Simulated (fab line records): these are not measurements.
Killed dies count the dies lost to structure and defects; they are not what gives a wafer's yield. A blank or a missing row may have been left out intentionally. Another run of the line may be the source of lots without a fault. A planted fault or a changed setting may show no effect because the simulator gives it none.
fab line records	flow sky130
record: lots: 15	wafers: 45	last_day: 51
route steps=708 shown FIELD_ISO@15 VT_ADJUST_LVTN@99 VT_ADJUST_NCORE@130 CONTACT@409 METAL1@451
lots that met no fault: taken from a fault-free run of the same line
start_h: the number of hours between the record's first day and the start of the first shown wafer of the lot	wait_h: hours since the lot's step before	" the same as in the row above	L1.1+2: a row that stands for several wafers	- value missing, or start not given	* or withheld: withheld	< > ~ a bound
route shown NAME@n: a module of which the file shows steps, and the number in the route of the first	usual: the fault-free wafers' mean and standard deviation	same: alike in all rows	chamber/n: place in a boat	sites: per-site readings	_std_site: how widely they spread, as a standard deviation	_edge_site: outer sites' mean less inner sites'	radius_mm: for every site, how far away it sits from the centre of the wafer	mask NAME#n: copy n	behind: the last tool/chamber to shape the wafer	hold: why the lot went on hold/how many hours it stayed there/how the hold came to an end	device: whichever transistor did not switch (one of n, p or np)	end of line: tests of these same wafers at the route's end	a step with no rows: only its recipe	killed: dies lost to structure and defects at the first sort, not the wafer's yield	map: dies across one wafer; x = killed, . = not, _ = none there
set.NAME: the run value of the setting; set.NAME@STEP: its run value at that earlier step	model.NAME: the simulator's own value behind a step, which no gauge read
steps of the route over a sample of lots; a table a step, a row a wafer
services: when a tool's chamber went out of use (start_h, in hours from the record's first day, below 0 if earlier), for how many hours, and the reason
== steps ==
step: SKY_FIELD_ISO_ETCH_14
recipe: chemistry: N2/H2	target: BARC	ion_energy_ev: 200	source_w: 500	bias_w: 100	pressure_mtorr: 30	n2_flow_sccm: 100	h2_flow_sccm: 200	stop_on: SiO2	time_s: 45.9	target_depth_a: 600
usual: chamber_pressure_mTorr: 30.002/0.03	drypump_motor_current_A: 5.7/0.51	h2_flow_sccm: 200.0/0.54	oes_product_au: 0.855/0.0051	throttle_valve_pct: 13.225/0.009
lot.wafer	tool	chamber	start_h	wait_h	chamber_pressure_mTorr	drypump_motor_current_A	h2_flow_sccm	oes_product_au	rf_hours_counter_h	throttle_valve_pct
L535.1	rie_diel-03	1	28.50	0.1	30.029	5.8	200.2	0.857	92	13.209
L535.2	"	0	"	"	30.027	5.5	200.9	0.849	17	13.235
L535.4	"	2	"	"	29.962	5.7	199.9	0.843	-	13.229
L536.1	rie_diel-03	1	34.00	0.1	30.006	5.9	200.4	0.864	92	13.231
L536.3	"	0	"	"	30.016	5.5	200.6	0.860	17	13.239
L536.6	"	3	"	"	29.996	6.2	200.1	0.858	-	13.227
L538.1	rie_diel-01	0	45.00	0.1	29.978	6.1	199.4	0.856	5	13.222
L538.4	"	3	"	"	29.964	6.0	199.5	0.854	72	13.214
L538.5	"	3	"	"	30.013	6.0	200.0	0.858	-	13.214
L539.2	rie_diel-03	2	48.90	0.1	30.044	5.8	200.0	0.858	87	13.223
L539.3	"	3	"	"	30.066	6.2	200.1	0.853	137	13.215
L539.5	"	3	"	"	30.009	6.2	199.9	0.849	-	13.202
L542.1	rie_diel-03	2	70.35	0.1	29.990	5.8	199.6	0.850	87	13.218
L542.2	"	1	"	"	30.083	5.8	199.8	0.856	92	13.220
L542.5	"	1	"	"	30.036	5.8	200.0	0.846	-	13.220
L544.1	rie_diel-01	1	75.95	0.1	29.979	6.0	199.2	0.863	45	13.228
L544.2	"	0	"	"	29.977	6.1	199.4	0.851	5	13.215
L544.6	"	0	"	"	29.965	6.1	200.5	0.850	-	13.233
L545.3	rie_diel-01	2	83.61	0.1	30.011	6.4	199.5	0.859	18	13.228
L545.4	"	2	"	"	29.995	6.3	200.2	0.861	-	13.232
L545.6	"	1	"	"	29.921	6.0	200.0	0.857	-	13.222
L550.1	rie_diel-03	3	106.83	0.1	30.036	6.2	200.8	0.858	139	13.210
L550.4	"	1	"	"	30.035	5.8	200.0	0.852	93	13.219
L550.6	"	0	"	"	30.000	5.6	200.1	0.849	-	13.231
L552.2	rie_diel-01	1	117.41	0.1	29.989	6.0	199.6	0.852	46	13.219
L552.4	"	2	"	"	29.982	6.4	201.4	0.854	19	13.222
L552.5	"	3	"	"	29.992	6.1	200.6	0.866	-	13.206
L553.3	rie_diel-02	2	121.70	0.1	30.003	4.7	200.1	0.859	74	13.222
L553.4	"	3	"	"	30.019	5.5	199.6	0.847	-	13.228
L553.6	"	0	"	"	29.986	4.8	199.1	0.859	-	13.226
L554.1	rie_diel-03	3	126.76	0.1	30.001	6.2	200.1	0.860	139	13.218
L554.5	"	0	"	"	29.983	5.5	199.0	0.855	-	13.230
L554.6	"	1	"	"	30.018	5.8	199.2	0.864	-	13.220
L555.1	rie_diel-02	0	135.73	0.1	30.020	4.8	200.3	0.856	28	13.217
L555.3	"	3	"	"	29.972	5.5	200.7	0.860	116	13.228
L555.4	"	1	"	"	29.977	4.9	200.3	0.861	151	13.225
L556.3	rie_diel-03	1	140.56	0.1	29.975	5.8	199.4	0.855	94	13.225
L556.4	"	2	"	"	30.015	5.8	200.9	0.854	89	13.239
L556.5	"	2	"	"	30.075	5.8	201.1	0.863	-	13.216
L557.1	rie_diel-03	2	142.76	0.1	30.020	5.8	200.1	0.851	89	13.227
L557.3	"	0	"	"	29.997	5.5	199.8	0.850	19	13.230
L557.5	"	2	"	"	29.991	5.8	200.3	0.858	-	13.219
L558.2	rie_diel-03	0	150.85	0.1	30.035	5.5	199.9	0.850	19	13.229
L558.5	"	3	"	"	29.995	6.2	200.6	0.857	-	13.207
L558.6	"	2	"	"	29.973	5.8	200.6	0.856	-	13.215
step: SKY_VT_ADJUST_LVTN_COAT_02
recipe: spin_rpm: 2000	resist_thk_nm: 3000
usual: chill_plate_temp_C: 23.02/0.097	dispense_pressure_kPa: 50.6/1.1	resist_line_temp_C: 23.00/0.087	spin_speed_rpm: 1999.9/1.3
lot.wafer	tool	chamber	start_h	wait_h	chill_plate_temp_C	dispense_pressure_kPa	resist_line_temp_C	spin_speed_rpm
L535.1	litho_track-04	0	123.49	0.1	23.06	50.1	22.96	1998.6
L535.2	"	0	"	"	23.21	50.1	22.83	1995.8
L535.4	"	0	"	"	22.97	50.1	22.95	1998.1
L536.1	litho_track-02	0	140.60	0.1	22.98	49.8	22.97	1997.2
L536.3	"	0	"	"	23.03	49.8	22.96	1998.7
L536.6	"	0	"	"	23.10	49.8	23.00	2000.4
L539.2	litho_track-04	0	159.16	0.1	22.87	50.1	23.06	2001.7
L539.3	"	0	"	"	23.05	50.1	22.96	2000.1
L539.5	"	0	"	"	22.85	50.1	23.06	1999.0
L538.1	litho_track-02	0	159.60	0.1	22.85	49.8	23.02	2000.1
L538.4	"	0	"	"	23.07	49.8	22.98	2001.0
L538.5	"	0	"	"	22.90	49.8	22.92	1999.0
L542.1	litho_track-04	-	190.64	0.1	-	-	-	-
L542.2	"	-	"	"	-	-	-	-
L542.5	"	-	"	"	-	-	-	-
L544.1	litho_track-04	-	191.29	0.1	-	-	-	-
L544.2	"	-	"	"	-	-	-	-
L544.6	"	-	"	"	-	-	-	-
L545.3	litho_track-02	-	193.55	0.1	-	-	-	-
L545.4	"	-	"	"	-	-	-	-
L545.6	"	-	"	"	-	-	-	-
L550.1	litho_track-01	0	228.33	0.1	23.06	52.5	22.80	1998.4
L550.4	"	0	"	"	23.12	52.5	22.86	2000.3
L550.6	"	0	"	"	22.96	52.5	22.95	2000.9
L552.2	litho_track-04	0	240.11	0.1	22.90	50.1	23.01	1999.7
L552.4	"	0	"	"	22.88	50.0	23.03	2000.8
L552.5	"	0	"	"	22.92	50.1	22.99	1998.4
L553.3	litho_track-01	0	245.23	0.1	22.77	52.5	23.05	2000.8
L553.4	"	0	"	"	22.87	52.5	23.15	2000.5
L553.6	"	0	"	"	22.84	52.5	23.00	1999.6
L554.1	litho_track-04	0	250.09	0.1	23.06	50.1	23.02	2001.4
L554.5	"	0	"	"	22.88	50.1	22.92	1999.4
L554.6	"	0	"	"	23.15	50.0	23.04	2001.4
L555.1	litho_track-01	0	260.33	0.1	23.08	52.5	23.16	2002.4
L555.3	"	0	"	"	22.90	52.5	23.00	1997.8
L555.4	"	0	"	"	23.03	52.5	23.04	2000.1
L556.3	litho_track-01	0	266.43	0.1	23.07	52.5	23.02	2001.2
L556.4	"	0	"	"	22.89	52.5	23.15	1998.8
L556.5	"	0	"	"	23.07	52.5	22.97	2001.1
L557.1	litho_track-04	0	273.58	0.1	22.97	50.1	22.96	1999.6
L557.3	"	0	"	"	23.09	50.1	23.13	2001.5
L557.5	"	0	"	"	23.03	50.1	22.97	2000.9
L558.2	litho_track-02	0	288.47	0.1	22.98	49.8	23.02	2000.4
L558.5	"	0	"	"	23.09	49.8	22.96	2001.7
L558.6	"	0	"	"	22.99	49.8	22.91	1999.4
step: SKY_VT_ADJUST_LVTN_OVL_MEAS_07
usual: VT_ADJUST_LVTN_OVL: -0.2/1.6
lot.wafer	tool	chamber	start_h	wait_h	VT_ADJUST_LVTN_OVL[nm]
L535.1	overlay-01	-	132.85	-	-0.9
L535.2	"	-	"	"	0.9
L535.4	"	-	"	"	-0.3
L536.1	overlay-01	-	150.70	-	-1.9
L536.3	"	-	"	"	-0.9
L536.6	"	-	"	"	-1.0
L539.2	overlay-02	-	168.91	-	-1.8
L539.3	"	-	"	"	-2.1
L539.5	"	-	"	"	-1.2
L538.1	overlay-01	-	169.58	-	1.3
L538.4	"	-	"	"	-1.3
L538.5	"	-	"	"	0.3
L542.1	overlay-02	-	201.98	-	-
L542.2	"	-	"	"	-
L542.5	"	-	"	"	-
L544.1	overlay-01	-	202.30	-	-
L544.2	"	-	"	"	-
L544.6	"	-	"	"	-
L545.3	overlay-01	-	204.86	-	-
L545.4	"	-	"	"	-
L545.6	"	-	"	"	-
L550.1	overlay-01	-	239.90	-	1.3
L550.4	"	-	"	"	-0.2
L550.6	"	-	"	"	2.6
L552.2	overlay-01	-	251.99	-	0.2
L552.4	"	-	"	"	-1.0
L552.5	"	-	"	"	0.3
L553.3	overlay-01	-	257.20	-	-0.3
L553.4	"	-	"	"	1.0
L553.6	"	-	"	"	1.0
L554.1	overlay-01	-	262.60	-	0.5
L554.5	"	-	"	"	0.4
L554.6	"	-	"	"	1.1
L555.1	overlay-02	-	272.58	-	-0.2
L555.3	"	-	"	"	-1.4
L555.4	"	-	"	"	0.2
L556.3	overlay-01	-	278.71	-	-0.5
L556.4	"	-	"	"	1.8
L556.5	"	-	"	"	-0.3
L557.1	overlay-02	-	286.98	-	-0.7
L557.3	"	-	"	"	-3.1
L557.5	"	-	"	"	-1.9
L558.2	overlay-01	-	301.24	-	-2.0
L558.5	"	-	"	"	-0.8
L558.6	"	-	"	"	0.8
step: SKY_VT_ADJUST_LVTN_TW_MEAS_21
usual: VT_ADJUST_LVTN_2_TW: 189.8/2.2
lot.wafer	tool	chamber	start_h	wait_h	VT_ADJUST_LVTN_2_TW
L535.1	film_metro-04	-	152.52	0.1	187.2
L535.2	"	-	"	"	186.9
L535.4	"	-	"	"	186.8
L536.1	film_metro-03	-	170.79	0.1	188.3
L536.3	"	-	"	"	187.5
L536.6	"	-	"	"	188.6
L539.2	film_metro-03	-	189.20	0.1	188.0
L539.3	"	-	"	"	188.8
L539.5	"	-	"	"	187.9
L538.1	film_metro-01	-	189.62	0.1	191.3
L538.4	"	-	"	"	193.1
L538.5	"	-	"	"	191.6
L542.1	film_metro-04	-	223.89	0.1	267.9
L542.2	"	-	"	"	267.0
L542.5	"	-	"	"	267.1
L544.1	film_metro-01	-	224.87	0.1	272.4
L544.2	"	-	"	"	270.7
L544.6	"	-	"	"	271.5
L545.3	film_metro-01	-	226.84	0.1	271.9
L545.4	"	-	"	"	272.6
L545.6	"	-	"	"	273.1
L550.1	film_metro-01	-	264.27	0.1	193.9
L550.4	"	-	"	"	192.9
L550.6	"	-	"	"	193.9
L552.2	film_metro-04	-	277.03	0.1	188.7
L552.4	"	-	"	"	187.7
L552.5	"	-	"	"	187.9
L553.3	film_metro-01	-	282.10	0.1	193.4
L553.4	"	-	"	"	193.2
L553.6	"	-	"	"	194.6
L554.1	film_metro-01	-	287.63	0.1	192.6
L554.5	"	-	"	"	194.0
L554.6	"	-	"	"	192.9
L555.1	film_metro-03	-	297.97	0.1	188.9
L555.3	"	-	"	"	189.4
L555.4	"	-	"	"	189.3
L556.3	film_metro-04	-	304.64	0.1	188.2
L556.4	"	-	"	"	188.4
L556.5	"	-	"	"	188.3
L557.1	film_metro-01	-	312.47	0.1	193.7
L557.3	"	-	"	"	192.9
L557.5	"	-	"	"	193.4
L558.2	film_metro-04	-	327.63	0.1	187.9
L558.5	"	-	"	"	188.2
L558.6	"	-	"	"	188.5
step: SKY_VT_ADJUST_NCORE_TW_MEAS_11
usual: VT_ADJUST_NCORE_TW: 219.6/1.1
lot.wafer	tool	chamber	start_h	wait_h	VT_ADJUST_NCORE_TW
L535.1	film_metro-04	-	172.31	0.1	218.3
L535.2	"	-	"	"	220.0
L535.4	"	-	"	"	219.0
L536.1	film_metro-02	-	190.74	0.1	220.7
L536.3	"	-	"	"	220.5
L536.6	"	-	"	"	221.0
L539.2	film_metro-02	-	210.65	0.1	221.8
L539.3	"	-	"	"	220.5
L539.5	"	-	"	"	221.0
L538.1	film_metro-04	-	211.41	0.1	220.3
L538.4	"	-	"	"	218.9
L538.5	"	-	"	"	219.0
L542.1	film_metro-03	-	246.70	0.1	284.4
L542.2	"	-	"	"	283.6
L542.5	"	-	"	"	284.7
L544.1	film_metro-03	-	247.60	0.1	283.8
L544.2	"	-	"	"	285.2
L544.6	"	-	"	"	283.8
L545.3	film_metro-02	-	249.41	0.1	283.7
L545.4	"	-	"	"	285.1
L545.6	"	-	"	"	284.0
L550.1	film_metro-04	-	289.69	0.1	219.6
L550.4	"	-	"	"	219.4
L550.6	"	-	"	"	217.9
L552.2	film_metro-03	-	302.45	0.1	221.1
L552.4	"	-	"	"	219.9
L552.5	"	-	"	"	221.0
L553.3	film_metro-04	-	307.24	0.1	218.7
L553.4	"	-	"	"	219.9
L553.6	"	-	"	"	218.9
L554.1	film_metro-03	-	313.77	0.1	219.4
L554.5	"	-	"	"	220.3
L554.6	"	-	"	"	219.3
L555.1	film_metro-04	-	324.69	0.1	219.8
L555.3	"	-	"	"	221.0
L555.4	"	-	"	"	219.8
L556.3	film_metro-03	-	331.21	0.1	219.3
L556.4	"	-	"	"	218.6
L556.5	"	-	"	"	219.6
L557.1	film_metro-04	-	339.29	0.1	217.8
L557.3	"	-	"	"	217.9
L557.5	"	-	"	"	218.8
L558.2	film_metro-03	-	354.23	0.1	219.9
L558.5	"	-	"	"	219.3
L558.6	"	-	"	"	219.4
step: SKY_CONTACT_THK_MEAS_03
recipe: reads: SiO2_of_CONTACT_HDPCVD_02
usual: CONTACT_HDPCVD_THK: 566/5.2
lot.wafer	tool	chamber	start_h	wait_h	CONTACT_HDPCVD_THK[nm]
L535.1	film_metro-03	-	689.01	0.0	561
L535.2	"	-	"	"	570
L535.4	"	-	"	"	568
L536.1	film_metro-02	-	715.32	0.0	563
L536.3	"	-	"	"	571
L536.6	"	-	"	"	567
L539.2	film_metro-02	-	738.25	0.0	566
L539.3	"	-	"	"	559
L539.5	"	-	"	"	569
L538.1	film_metro-02	-	742.85	0.0	560
L538.4	"	-	"	"	558
L538.5	"	-	"	"	559
L542.1	film_metro-03	-	784.45	0.0	571
L542.2	"	-	"	"	574
L542.5	"	-	"	"	570
L544.1	film_metro-02	-	784.68	0.0	564
L544.2	"	-	"	"	563
L544.6	"	-	"	"	559
L545.3	film_metro-02	-	787.45	0.1	563
L545.4	"	-	"	"	562
L545.6	"	-	"	"	558
L550.1	film_metro-02	-	837.59	0.0	574
L550.4	"	-	"	"	575
L550.6	"	-	"	"	570
L552.2	film_metro-04	-	838.32	0.0	564
L552.4	"	-	"	"	575
L552.5	"	-	"	"	572
L553.3	film_metro-04	-	842.13	0.1	564
L553.4	"	-	"	"	564
L553.6	"	-	"	"	566
L554.1	film_metro-04	-	854.67	0.0	567
L554.5	"	-	"	"	566
L554.6	"	-	"	"	565
L555.1	film_metro-03	-	865.44	0.0	567
L555.3	"	-	"	"	564
L555.4	"	-	"	"	559
L556.3	film_metro-04	-	866.60	0.1	572
L556.4	"	-	"	"	571
L556.5	"	-	"	"	573
L557.1	film_metro-03	-	873.90	0.0	569
L557.3	"	-	"	"	567
L557.5	"	-	"	"	565
L558.2	film_metro-04	-	888.06	0.0	570
L558.5	"	-	"	"	570
L558.6	"	-	"	"	570
step: SKY_METAL1_DESCUM_17
recipe: chemistry: O2	source_power_w: 150	bias_power_w: 0	pressure_mtorr: 10	temp_c: 40	time_s: 8
usual: chamber_pressure_mTorr: 9.999/0.0081	drypump_motor_current_A: 6.0/0.46	oes_product_au: 0.998/0.0085
lot.wafer	tool	chamber	start_h	wait_h	chamber_pressure_mTorr	drypump_motor_current_A	oes_product_au	rf_hours_counter_h
L535.1	rie_metal-03	0	747.45	0.0	9.997	6.5	0.996	8
L535.2	"	1	"	"	10.006	5.7	1.020	11
L535.4	"	0	"	"	9.993	6.5	0.994	-
L536.1	rie_metal-01	0	772.24	0.0	9.991	5.9	0.993	2
L536.3	"	1	"	"	9.985	5.2	0.996	-
L536.6	"	0	"	"	9.991	5.9	0.992	-
L539.2	rie_metal-01	0	795.04	0.0	9.998	5.8	0.994	2
L539.3	"	0	"	"	9.996	5.9	1.005	-
L539.5	"	0	"	"	9.992	5.9	0.998	-
L538.1	rie_metal-03	0	798.99	0.0	9.996	6.5	0.989	10
L538.4	"	0	"	"	9.999	6.5	0.996	-
L538.5	"	0	"	"	9.991	6.5	0.994	-
L542.1	rie_metal-01	0	840.00	0.0	9.999	5.9	0.988	4
L542.2	"	1	"	"	9.987	5.2	1.000	1
L542.5	"	0	"	"	10.005	5.8	0.999	-
L544.1	rie_metal-03	1	841.27	0.0	9.993	5.7	1.007	14
L544.2	"	0	"	"	9.995	6.5	0.988	12
L544.6	"	1	"	"	9.996	5.7	1.003	-
L545.3	rie_metal-01	0	843.03	0.0	10.006	5.9	0.988	-
L545.4	"	1	"	"	10.000	5.2	0.997	-
L545.6	"	0	"	"	9.998	5.9	0.999	-
L550.1	rie_metal-02	1	891.65	0.0	9.995	6.1	0.997	15
L550.4	"	0	"	"	9.998	6.4	0.999	-
L550.6	"	1	"	"	10.003	6.1	1.006	-
L552.2	rie_metal-03	0	892.48	0.0	9.998	6.5	0.983	-
L552.4	"	0	"	"	10.001	6.5	0.987	-
L552.5	"	0	"	"	10.017	6.5	0.991	-
L553.3	rie_metal-02	0	896.11	0.0	10.004	6.3	0.996	-
L553.4	"	1	"	"	9.986	6.1	0.992	-
L553.6	"	0	"	"	10.011	6.3	1.005	-
L554.1	rie_metal-02	0	908.90	0.0	9.996	6.4	0.997	11
L554.5	"	0	"	"	9.990	6.4	1.004	-
L554.6	"	1	"	"	9.994	6.1	0.997	-
L555.1	rie_metal-03	1	918.62	0.0	9.996	5.7	1.009	16
L555.3	"	1	"	"	9.991	5.7	1.006	-
L555.4	"	1	"	"	10.018	5.7	1.015	-
L556.3	rie_metal-01	0	919.55	0.0	10.001	5.9	0.987	-
L556.4	"	1	"	"	9.992	5.2	0.996	-
L556.5	"	1	"	"	9.992	5.2	0.991	-
L557.1	rie_metal-02	0	925.85	0.0	9.994	6.4	1.010	11
L557.3	"	1	"	"	10.004	6.1	0.985	-
L557.5	"	0	"	"	9.993	6.4	1.004	-
L558.2	rie_metal-02	0	940.33	0.0	10.002	6.4	0.994	-
L558.5	"	0	"	"	10.006	6.4	1.005	-
L558.6	"	0	"	"	9.989	6.4	1.002	-
== services ==
tool	chamber	start_h	hours	kind
rie_diel-03	3	22.43	8.5	repair
rie_metal-01	1	37.90	19.5	repair
rie_metal-02	1	40.81	1.6	repair
rie_diel-03	1	84.57	2.2	repair
rie_metal-02	-	160.14	2.8	pm
rie_diel-03	-	188.25	4.0	pm
rie_diel-03	1	192.80	2.6	repair
rie_metal-03	1	238.52	11.8	repair
rie_metal-02	0	240.38	3.3	repair
rie_metal-01	0	245.32	3.8	repair
rie_diel-03	0	246.22	8.0	repair
rie_diel-03	3	347.35	3.2	repair
rie_metal-01	0	357.59	2.0	repair
rie_diel-03	2	366.71	15.3	repair
rie_diel-03	-	412.85	2.8	pm
rie_metal-02	0	466.86	1.5	repair
rie_metal-03	-	473.30	0.4	repair
rie_metal-03	1	548.20	3.9	repair
rie_diel-03	0	557.32	4.4	repair
rie_diel-03	2	562.07	5.6	repair
rie_diel-03	-	661.81	1.2	repair
rie_diel-03	-	668.61	0.7	repair
rie_diel-03	-	837.99	0.5	repair
rie_diel-03	1	893.40	3.9	repair
== key ==
first_sign: step: SKY_VT_ADJUST_LVTN_COAT_02	reading: tool_record	direction: missing
effect: step: SKY_VT_ADJUST_LVTN_OVL_MEAS_07	reading: VT_ADJUST_LVTN_OVL	direction: missing
effect: step: SKY_VT_ADJUST_LVTN_TW_MEAS_21	reading: VT_ADJUST_LVTN_2_TW	direction: up	sigmas: 36	usual: 189.8	struck: 270.5
effect: step: SKY_VT_ADJUST_NCORE_TW_MEAS_11	reading: VT_ADJUST_NCORE_TW	direction: up	sigmas: 60	usual: 219.6	struck: 284.2
met_at SKY_VT_ADJUST_LVTN_COAT_02
struck_lots L542,L544,L545
sort_left_out L542.1,L542.2,L542.5,L544.1,L544.2,L544.6,L545.3,L545.4,L545.6
tester_left_out L542,L544,L545
not_acting_at SKY_FIELD_ISO_ETCH_14,SKY_CONTACT_THK_MEAS_03,SKY_METAL1_DESCUM_17
onset_between 159.60 190.64
fault: kind: skipped_step_whole	tool: litho_track-02,litho_track-04	chamber: -	onset_h: 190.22	steps: SKY_VT_ADJUST_LVTN_COAT_02	scope: struck_lots_only
tester_left_out: of these lots the tester's yield and bins aren't shown, on N5 and GAA mostly nor the transistor test; their killed dies are dies lost to structure and defects alone, not to doping, threshold or leakage, so they don't give the yield
sort_left_out: the simulated sort isn't trusted on such a fault, so these wafers' sort isn't shown, and their yield isn't known
